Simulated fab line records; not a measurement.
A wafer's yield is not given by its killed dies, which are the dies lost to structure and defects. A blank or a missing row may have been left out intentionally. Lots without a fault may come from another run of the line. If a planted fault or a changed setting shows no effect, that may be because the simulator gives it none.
fab line records ; flow sky130
record lots=13; wafers=39; lastDay=50
route steps=708 shown POLY_CUT@316 RES_XHIGH@340 SD_N@353 CONTACT@425
lots untouched by any fault: they come from a run of this same line in which no faults occurred
startH: hours from the record's first day to the start of the lot's first wafer shown ; waitH: hours since the lot's step before ; " same as the row above ; L1.1+2: one row covering several wafers at once ; - either no value or no given start ; * or withheld: withheld ; < > ~ a bound
route shown NAME@n: names a module that has steps shown in the file, with the first one's number in the route ; usual: the fault-free wafers' mean and standard deviation ; same: alike in all rows ; chamber/n: place in a boat ; sites: the reading at each site ; _std_site: the standard deviation of these ; _edge_site: outer sites' mean less inner sites' ; radiusMm: for every site, how far away it sits from the centre of the wafer ; mask NAME#n: copy n ; behind: the last tool/chamber to shape the wafer ; hold: why the lot was held/for how many hours/how that ended ; device: names the non-switching transistor (n, p or np) ; end of line: the route-end tests of the same wafers ; for a step that has no rows: nothing shown but its recipe ; killed: the dies lost at the first sort to structure and to defects; this is not the yield of the wafer ; map: a wafer's dies, marking killed ones x, the rest . and places with no die _
set.NAME: the setting that was run; set.NAME@STEP: the one run at that earlier step ; model.NAME: the simulator's own value behind a step, which no gauge read
a sample of lots followed through the steps of the route, with each step as a table and each wafer as a row
services: when a tool's chamber went out of use (startH, in hours from the record's first day, below 0 if earlier), for how many hours, and the reason
## steps
# step SKY_POLY_CUT_OVL_MEAS_09
# usual POLY_CUT_OVL=3/4.9
lot.wafer;tool;chamber;startH;waitH;POLY_CUT_OVL[nm]
L918.1;overlay-02;-;571.88;0.1;1
L918.2;overlay-02;-;571.88;0.1;2
L918.5;overlay-02;-;571.88;0.1;1
L919.2;overlay-02;-;575.59;0.1;4
L919.3;overlay-02;-;575.59;0.1;12
L919.5;overlay-02;-;575.59;0.1;12
L920.1;overlay-01;-;584.02;0.1;-2
L920.4;overlay-01;-;584.02;0.1;1
L920.5;overlay-01;-;584.02;0.1;-3
L921.1;overlay-01;-;588.68;0.1;3
L921.2;overlay-01;-;588.68;0.1;15
L921.5;overlay-01;-;588.68;0.1;5
L922.1;overlay-02;-;618.80;0.1;10
L922.2;overlay-02;-;618.80;0.1;0
L922.6;overlay-02;-;618.80;0.1;-1
L933.1;overlay-02;-;693.38;0.1;-7
L933.2;overlay-02;-;693.38;0.1;7
L933.5;overlay-02;-;693.38;0.1;-6
L935.2;overlay-02;-;710.94;0.1;3
L935.5;overlay-02;-;710.94;0.1;3
L935.6;overlay-02;-;710.94;0.1;2
L934.1;overlay-01;-;712.85;0.1;-3
L934.3;overlay-01;-;712.85;0.1;0
L934.4;overlay-01;-;712.85;0.1;2
L936.1;overlay-01;-;716.33;0.1;11
L936.2;overlay-01;-;716.33;0.1;7
L936.4;overlay-01;-;716.33;0.1;5
L937.2;overlay-01;-;742.36;0.1;5
L937.3;overlay-01;-;742.36;0.1;-4
L937.4;overlay-01;-;742.36;0.1;5
L939.3;overlay-01;-;744.46;0.1;1
L939.4;overlay-01;-;744.46;0.1;0
L939.5;overlay-01;-;744.46;0.1;3
L938.3;overlay-02;-;745.13;0.1;1
L938.4;overlay-02;-;745.13;0.1;-2
L938.5;overlay-02;-;745.13;0.1;3
L940.2;overlay-02;-;751.28;0.1;2
L940.3;overlay-02;-;751.28;0.1;5
L940.4;overlay-02;-;751.28;0.1;-3
# step SKY_RES_XHIGH_STRIP_08
# recipe chemistry=O2/N2; powerW=1400; pressureMtorr=1500; platenTempC=withheld; o2FlowSccm=3000; n2FlowSccm=300; overashFraction=0.5
# usual drypumpMotorCurrentA=5.68/0.3; n2FlowSccm=300.1/0.9; oesProductAu=0.711/0.0048; stripTimeToEndpointS=14.26/0.052
lot.wafer;tool;chamber;startH;waitH;drypumpMotorCurrentA;n2FlowSccm;oesProductAu;rfHoursCounterH;stripTimeToEndpointS
L918.1;plasmaAsher-01;0;630.20;0.1;5.60;301.1;0.703;20;14.30
L918.2;plasmaAsher-01;1;630.20;0.1;5.82;299.6;0.709;20;14.31
L918.5;plasmaAsher-01;1;630.20;0.1;5.85;301.9;0.712;-;14.32
L919.2;plasmaAsher-01;0;633.20;0.1;5.60;299.6;0.710;20;14.30
L919.3;plasmaAsher-01;0;633.20;0.1;5.59;299.7;0.706;-;14.26
L919.5;plasmaAsher-01;0;633.20;0.1;5.60;300.3;0.708;-;14.28
L920.1;plasmaAsher-03;0;642.06;0.1;5.14;300.1;0.709;92;14.30
L920.4;plasmaAsher-03;1;642.06;0.1;5.72;300.5;0.708;-;14.28
L920.5;plasmaAsher-03;1;642.06;0.1;5.70;299.5;0.712;-;14.30
L921.1;plasmaAsher-03;0;647.26;0.1;5.11;300.9;0.933;93;-
L921.2;plasmaAsher-03;1;647.26;0.1;5.69;300.7;0.940;93;-
L921.5;plasmaAsher-03;1;647.26;0.1;5.71;301.0;0.939;-;-
L922.1;plasmaAsher-01;1;676.01;0.1;5.88;300.4;0.706;25;14.17
L922.2;plasmaAsher-01;0;676.01;0.1;5.58;299.1;0.712;25;14.16
L922.6;plasmaAsher-01;0;676.01;0.1;5.60;300.9;0.716;-;14.19
L933.1;plasmaAsher-04;0;748.65;0.1;6.24;300.5;0.719;97;14.20
L933.2;plasmaAsher-04;1;748.65;0.1;5.79;300.8;0.705;97;14.19
L933.5;plasmaAsher-04;0;748.65;0.1;6.23;299.7;0.711;-;14.16
L935.2;plasmaAsher-03;0;765.42;0.1;5.14;300.8;0.713;2;14.33
L935.5;plasmaAsher-03;1;765.42;0.1;5.69;299.8;0.703;-;14.33
L935.6;plasmaAsher-03;0;765.42;0.1;5.12;299.8;0.707;-;14.30
L934.1;plasmaAsher-03;0;767.85;0.1;5.15;300.2;0.725;2;14.28
L934.3;plasmaAsher-03;0;767.85;0.1;5.16;299.9;0.706;-;14.25
L934.4;plasmaAsher-03;1;767.85;0.1;5.71;300.7;0.712;-;14.31
L936.1;plasmaAsher-04;0;771.52;0.1;6.21;299.8;0.716;99;14.27
L936.2;plasmaAsher-04;1;771.52;0.1;5.80;299.3;0.716;99;14.25
L936.4;plasmaAsher-04;0;771.52;0.1;6.22;302.3;0.715;-;14.30
L937.2;plasmaAsher-01;0;796.10;0.1;5.61;300.9;0.706;39;14.30
L937.3;plasmaAsher-01;0;796.10;0.1;5.60;301.3;0.713;-;14.30
L937.4;plasmaAsher-01;1;796.10;0.1;5.82;300.4;0.711;-;14.31
L939.3;plasmaAsher-03;0;799.25;0.1;5.14;297.6;0.710;-;14.21
L939.4;plasmaAsher-03;1;799.25;0.1;5.72;299.4;0.715;-;14.19
L939.5;plasmaAsher-03;0;799.25;0.1;5.12;298.7;0.705;-;14.21
L938.3;plasmaAsher-04;0;799.90;0.1;6.21;300.7;0.707;-;14.29
L938.4;plasmaAsher-04;1;799.90;0.1;5.79;299.1;0.717;-;14.31
L938.5;plasmaAsher-04;0;799.90;0.1;6.21;300.3;0.709;-;14.34
L940.2;plasmaAsher-03;1;803.26;0.1;5.69;301.2;0.710;6;14.27
L940.3;plasmaAsher-03;0;803.26;0.1;5.14;299.7;0.712;-;14.25
L940.4;plasmaAsher-03;1;803.26;0.1;5.69;300.8;0.710;-;14.28
# step SKY_SD_N_STRIP_11
# recipe chemistry=O2/N2; powerW=1400; pressureMtorr=1500; platenTempC=withheld; o2FlowSccm=3000; n2FlowSccm=300; overashFraction=0.5
# usual drypumpMotorCurrentA=5.58/0.23; n2FlowSccm=300.1/0.79; oesProductAu=0.528/0.0044; stripTimeToEndpointS=22.67/0.035
lot.wafer;tool;chamber;startH;waitH;drypumpMotorCurrentA;n2FlowSccm;oesProductAu;rfHoursCounterH;stripTimeToEndpointS
L918.1;plasmaAsher-01;1;658.73;0.1;5.83;298.6;0.533;24;22.63
L918.2;plasmaAsher-01;0;658.73;0.1;5.59;299.3;0.541;24;22.66
L918.5;plasmaAsher-01;1;658.73;0.1;5.85;299.1;0.528;-;22.64
L919.2;plasmaAsher-03;0;661.62;0.1;5.16;301.4;0.527;95;22.67
L919.3;plasmaAsher-03;1;661.62;0.1;5.71;300.7;0.530;-;22.63
L919.5;plasmaAsher-03;0;661.62;0.1;5.14;301.0;0.524;-;22.67
L920.1;plasmaAsher-03;1;671.29;0.1;5.68;299.9;0.530;96;22.63
L920.4;plasmaAsher-03;0;671.29;0.1;5.14;299.8;0.534;-;22.60
L920.5;plasmaAsher-03;0;671.29;0.1;5.14;299.9;0.529;-;22.61
L921.1;plasmaAsher-01;1;675.54;0.1;5.84;299.9;0.555;25;26.84
L921.2;plasmaAsher-01;0;675.54;0.1;5.61;300.4;0.551;25;26.82
L921.5;plasmaAsher-01;1;675.54;0.1;5.81;300.6;0.558;-;26.84
L922.1;plasmaAsher-03;0;704.57;0.1;5.16;299.9;0.524;100;22.65
L922.2;plasmaAsher-03;1;704.57;0.1;5.71;300.7;0.524;100;22.66
L922.6;plasmaAsher-03;0;704.57;0.1;5.14;299.8;0.530;-;22.68
L933.1;plasmaAsher-02;1;775.57;0.1;5.47;300.4;0.529;57;22.74
L933.2;plasmaAsher-02;0;775.57;0.1;5.64;299.8;0.529;57;22.69
L933.5;plasmaAsher-02;0;775.57;0.1;5.63;300.6;0.527;-;22.74
L935.2;plasmaAsher-03;0;792.97;0.1;5.14;299.5;0.527;5;22.70
L935.5;plasmaAsher-03;1;792.97;0.1;5.71;300.9;0.525;-;22.72
L935.6;plasmaAsher-03;0;792.97;0.1;5.14;300.5;0.530;-;22.70
L934.1;plasmaAsher-02;0;795.12;0.1;5.65;300.7;0.529;59;22.61
L934.3;plasmaAsher-02;1;795.12;0.1;5.51;300.7;0.530;-;22.65
L934.4;plasmaAsher-02;0;795.12;0.1;5.62;299.3;0.532;-;22.62
L936.1;plasmaAsher-02;0;798.49;0.1;5.63;299.7;0.532;59;22.71
L936.2;plasmaAsher-02;1;798.49;0.1;5.51;300.2;0.535;59;22.66
L936.4;plasmaAsher-02;0;798.49;0.1;5.60;298.9;0.534;-;22.66
L937.2;plasmaAsher-01;0;822.77;0.1;5.60;301.0;0.518;41;22.71
L937.3;plasmaAsher-01;1;822.77;0.1;5.82;299.9;0.524;-;22.65
L937.4;plasmaAsher-01;0;822.77;0.1;5.61;299.7;0.520;-;22.66
L939.3;plasmaAsher-03;1;825.32;0.1;5.71;300.3;0.530;-;22.65
L939.4;plasmaAsher-03;0;825.32;0.1;5.13;299.4;0.524;-;22.69
L939.5;plasmaAsher-03;1;825.32;0.1;5.70;299.6;0.531;-;22.63
L938.3;plasmaAsher-01;1;826.31;0.1;5.87;299.5;0.523;-;22.63
L938.4;plasmaAsher-01;0;826.31;0.1;5.61;300.5;0.527;-;22.66
L938.5;plasmaAsher-01;0;826.31;0.1;5.62;299.5;0.526;-;22.65
L940.2;plasmaAsher-01;1;830.07;0.1;5.83;300.2;0.520;42;22.71
L940.3;plasmaAsher-01;0;830.07;0.1;5.60;301.7;0.529;-;22.72
L940.4;plasmaAsher-01;1;830.07;0.1;5.83;301.0;0.527;-;22.74
# step SKY_SD_N_TW_MEAS_12
# usual SD_N_TW=3968/23
lot.wafer;tool;chamber;startH;waitH;SD_N_TW
L918.1;filmMetro-02;-;658.83;0.1;3981
L918.2;filmMetro-02;-;658.83;0.1;3975
L918.5;filmMetro-02;-;658.83;0.1;3962
L919.2;filmMetro-04;-;661.73;0.1;3965
L919.3;filmMetro-04;-;661.73;0.1;3951
L919.5;filmMetro-04;-;661.73;0.1;3960
L920.1;filmMetro-04;-;671.39;0.1;3951
L920.4;filmMetro-04;-;671.39;0.1;3971
L920.5;filmMetro-04;-;671.39;0.1;3954
L921.1;filmMetro-03;-;675.64;0.1;30
L921.2;filmMetro-03;-;675.64;0.1;30
L921.5;filmMetro-03;-;675.64;0.1;30
L922.1;filmMetro-04;-;704.67;0.1;3929
L922.2;filmMetro-04;-;704.67;0.1;3932
L922.6;filmMetro-04;-;704.67;0.1;3933
L933.1;filmMetro-03;-;775.67;0.1;3983
L933.2;filmMetro-03;-;775.67;0.1;3952
L933.5;filmMetro-03;-;775.67;0.1;3964
L935.2;filmMetro-03;-;793.08;0.1;4017
L935.5;filmMetro-03;-;793.08;0.1;4018
L935.6;filmMetro-03;-;793.08;0.1;4009
L934.1;filmMetro-02;-;795.22;0.1;3957
L934.3;filmMetro-02;-;795.22;0.1;3989
L934.4;filmMetro-02;-;795.22;0.1;3977
L936.1;filmMetro-02;-;798.59;0.1;3987
L936.2;filmMetro-02;-;798.59;0.1;3987
L936.4;filmMetro-02;-;798.59;0.1;3972
L937.2;filmMetro-02;-;822.88;0.1;3936
L937.3;filmMetro-02;-;822.88;0.1;3965
L937.4;filmMetro-02;-;822.88;0.1;3948
L939.3;filmMetro-02;-;825.41;0.1;3970
L939.4;filmMetro-02;-;825.41;0.1;3955
L939.5;filmMetro-02;-;825.41;0.1;3970
L938.3;filmMetro-04;-;826.40;0.1;3947
L938.4;filmMetro-04;-;826.40;0.1;3981
L938.5;filmMetro-04;-;826.40;0.1;3951
L940.2;filmMetro-03;-;830.18;0.1;3989
L940.3;filmMetro-03;-;830.18;0.1;3988
L940.4;filmMetro-03;-;830.18;0.1;3965
# step SKY_CONTACT_STRIP_19
# recipe chemistry=O2/N2; powerW=1400; pressureMtorr=1500; platenTempC=withheld; o2FlowSccm=3000; n2FlowSccm=300; overashFraction=0.5
# usual drypumpMotorCurrentA=5.6/0.34; n2FlowSccm=299.9/0.89; oesProductAu=0.380/0.0051; stripTimeToEndpointS=3.62/0.037
lot.wafer;tool;chamber;startH;waitH;drypumpMotorCurrentA;n2FlowSccm;oesProductAu;rfHoursCounterH;stripTimeToEndpointS
L918.1;plasmaAsher-03;1;746.76;-;5.7;301.6;0.374;0;3.58
L918.2;plasmaAsher-03;0;746.76;-;5.1;298.4;0.369;0;3.60
L918.5;plasmaAsher-03;1;746.76;-;5.7;301.0;0.377;-;3.65
L919.2;plasmaAsher-01;1;748.81;-;5.9;299.5;0.377;35;3.63
L919.3;plasmaAsher-01;1;748.81;-;5.8;300.2;0.386;-;3.67
L919.5;plasmaAsher-01;0;748.81;-;5.6;298.9;0.380;-;3.60
L920.1;plasmaAsher-01;1;760.40;-;5.8;300.2;0.376;35;3.60
L920.4;plasmaAsher-01;1;760.40;-;5.8;299.0;0.383;-;3.64
L920.5;plasmaAsher-01;0;760.40;-;5.6;300.9;0.388;-;3.62
L921.1;plasmaAsher-04;0;762.89;-;6.2;298.4;0.371;98;3.60
L921.2;plasmaAsher-04;1;762.89;-;5.8;300.8;0.385;98;3.66
L921.5;plasmaAsher-04;0;762.89;-;6.2;300.3;0.381;-;3.62
L922.1;plasmaAsher-03;0;790.36;-;5.1;299.4;0.379;4;3.63
L922.2;plasmaAsher-03;1;790.36;-;5.7;299.7;0.379;4;3.62
L922.6;plasmaAsher-03;0;790.36;-;5.1;298.6;0.383;-;3.59
L933.1;plasmaAsher-04;0;857.94;-;6.2;299.7;0.375;108;3.53
L933.2;plasmaAsher-04;1;857.94;-;5.8;300.5;0.384;108;3.60
L933.5;plasmaAsher-04;1;857.94;-;5.8;300.0;0.379;-;3.51
L935.2;plasmaAsher-03;0;875.75;-;5.1;302.1;0.376;13;3.62
L935.5;plasmaAsher-03;0;875.75;-;5.1;300.3;0.375;-;3.63
L935.6;plasmaAsher-03;1;875.75;-;5.7;298.7;0.378;-;3.65
L934.1;plasmaAsher-01;1;877.51;-;5.8;299.5;0.382;47;3.67
L934.3;plasmaAsher-01;1;877.51;-;5.9;299.3;0.384;-;3.63
L934.4;plasmaAsher-01;0;877.51;-;5.6;299.2;0.384;-;3.64
L936.1;plasmaAsher-04;0;880.39;-;6.2;301.8;0.372;110;3.56
L936.2;plasmaAsher-04;1;880.39;-;5.8;300.3;0.384;110;3.64
L936.4;plasmaAsher-04;1;880.39;-;5.8;301.2;0.381;-;3.60
L937.2;plasmaAsher-03;0;904.11;-;5.2;300.3;0.371;16;3.58
L937.3;plasmaAsher-03;0;904.11;-;5.1;299.9;0.388;-;3.61
L937.4;plasmaAsher-03;1;904.11;-;5.7;299.3;0.385;-;3.63
L939.3;plasmaAsher-03;1;907.49;-;5.7;301.0;0.387;-;3.70
L939.4;plasmaAsher-03;0;907.49;-;5.1;299.8;0.380;-;3.60
L939.5;plasmaAsher-03;0;907.49;-;5.1;300.3;0.379;-;3.58
L938.3;plasmaAsher-03;0;907.84;-;5.1;301.8;0.376;-;3.64
L938.4;plasmaAsher-03;1;907.84;-;5.7;299.3;0.383;-;3.67
L938.5;plasmaAsher-03;0;907.84;-;5.1;300.4;0.369;-;3.63
L940.2;plasmaAsher-03;0;910.44;-;5.1;300.4;0.379;17;3.62
L940.3;plasmaAsher-03;0;910.44;-;5.1;300.5;0.386;-;3.60
L940.4;plasmaAsher-03;1;910.44;-;5.7;299.0;0.375;-;3.63
# step SKY_CONTACT_SPUTTER_23
# recipe material=TiN; targetThkNm=20; chamberPressurePa=5; powerW=4000; timeS=80
# usual throttleValvePct=30.1/0.81
lot.wafer;tool;chamber;startH;waitH;throttleValvePct
L918.1;pvdSputter-03;-;747.35;0.0;29.4
L918.2;pvdSputter-03;-;747.35;0.0;29.1
L918.5;pvdSputter-03;-;747.35;0.0;29.0
L919.2;pvdSputter-01;-;749.40;0.0;29.2
L919.3;pvdSputter-01;-;749.40;0.0;30.6
L919.5;pvdSputter-01;-;749.40;0.0;31.2
L920.1;pvdSputter-01;-;760.99;0.0;30.5
L920.4;pvdSputter-01;-;760.99;0.0;31.7
L920.5;pvdSputter-01;-;760.99;0.0;30.4
L921.1;pvdSputter-03;-;763.48;0.0;29.6
L921.2;pvdSputter-03;-;763.48;0.0;29.1
L921.5;pvdSputter-03;-;763.48;0.0;29.3
L922.1;pvdSputter-03;-;790.95;0.0;29.7
L922.2;pvdSputter-03;-;790.95;0.0;28.9
L922.6;pvdSputter-03;-;790.95;0.0;30.0
L933.1;pvdSputter-01;-;858.56;0.0;30.2
L933.2;pvdSputter-01;-;858.56;0.0;30.8
L933.5;pvdSputter-01;-;858.56;0.0;30.8
L935.2;pvdSputter-01;-;876.35;0.0;29.4
L935.5;pvdSputter-01;-;876.35;0.0;29.5
L935.6;pvdSputter-01;-;876.35;0.0;30.1
L934.1;pvdSputter-03;-;878.11;0.0;29.5
L934.3;pvdSputter-03;-;878.11;0.0;29.0
L934.4;pvdSputter-03;-;878.11;0.0;29.9
L936.1;pvdSputter-01;-;881.02;0.0;30.6
L936.2;pvdSputter-01;-;881.02;0.0;31.3
L936.4;pvdSputter-01;-;881.02;0.0;30.4
L937.2;pvdSputter-01;-;904.73;0.0;30.6
L937.3;pvdSputter-01;-;904.73;0.0;30.5
L937.4;pvdSputter-01;-;904.73;0.0;31.3
L939.3;pvdSputter-03;-;908.10;0.0;29.9
L939.4;pvdSputter-03;-;908.10;0.0;28.9
L939.5;pvdSputter-03;-;908.10;0.0;29.2
L938.3;pvdSputter-02;-;908.40;0.0;30.1
L938.4;pvdSputter-02;-;908.40;0.0;30.9
L938.5;pvdSputter-02;-;908.40;0.0;30.4
L940.2;pvdSputter-02;-;911.03;0.0;30.7
L940.3;pvdSputter-02;-;911.03;0.0;31.0
L940.4;pvdSputter-02;-;911.03;0.0;30.4
## services
tool;chamber;startH;hours;kind
plasmaAsher-02;-;631.54;77.4;repair
pvdSputter-01;-;635.71;0.5;repair
pvdSputter-03;-;646.67;2.2;repair
pvdSputter-03;-;665.07;3.1;repair
pvdSputter-03;-;667.37;4.6;repair
pvdSputter-01;-;685.65;2.3;repair
plasmaAsher-04;-;705.34;0.9;repair
plasmaAsher-04;-;712.39;1.1;repair
pvdSputter-02;-;726.05;57.2;repair
plasmaAsher-03;-;733.75;9.0;pm
plasmaAsher-03;0;733.75;9.0;ventCycle
plasmaAsher-03;1;733.75;9.0;ventCycle
pvdSputter-01;-;736.18;5.5;repair
plasmaAsher-02;-;739.98;1.3;repair
plasmaAsher-03;0;742.75;-;clean
plasmaAsher-03;1;742.75;-;clean
pvdSputter-03;1;743.29;-;consumableReplace:kit
pvdSputter-03;1;743.29;18.0;scheduledDown
pvdSputter-01;3;770.67;-;consumableReplace:kit
pvdSputter-01;3;770.67;18.0;scheduledDown
pvdSputter-01;3;770.67;18.0;ventCycle
plasmaAsher-03;-;881.51;2.8;pm
plasmaAsher-01;-;901.30;12.1;repair
plasmaAsher-04;-;903.41;7.3;repair
## key
firstSign step=SKY_RES_XHIGH_STRIP_08; reading=oesProductAu; direction=up; sigmas=47; usual=0.711; struck=0.937
effect step=SKY_SD_N_STRIP_11; reading=stripTimeToEndpointS; direction=up; sigmas=99+; usual=*; struck=*
effect step=SKY_SD_N_TW_MEAS_12; reading=SD_N_TW; direction=down; sigmas=99+; usual=3968; struck=30
metAt SKY_RES_XHIGH_STRIP_08
struckLots L921
sortLeftOut L921.1,L921.2,L921.5
testerLeftOut L921
notActingAt SKY_POLY_CUT_OVL_MEAS_09,SKY_CONTACT_STRIP_19,SKY_CONTACT_SPUTTER_23
onsetBetween 642.06 647.26
fault kind=stripAborted; tool=plasmaAsher-03; chamber=-; onsetH=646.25; steps=SKY_RES_XHIGH_STRIP_08; offset=0.53038; endH=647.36
# testerLeftOut: of these lots the tester's yield and bins aren't shown, on N5 and GAA mostly nor the transistor test; their killed dies are dies lost to structure and defects alone, not to doping, threshold or leakage, so they don't give the yield
# sortLeftOut: the simulated sort isn't trusted on such a fault, so these wafers' sort isn't shown, and their yield isn't known
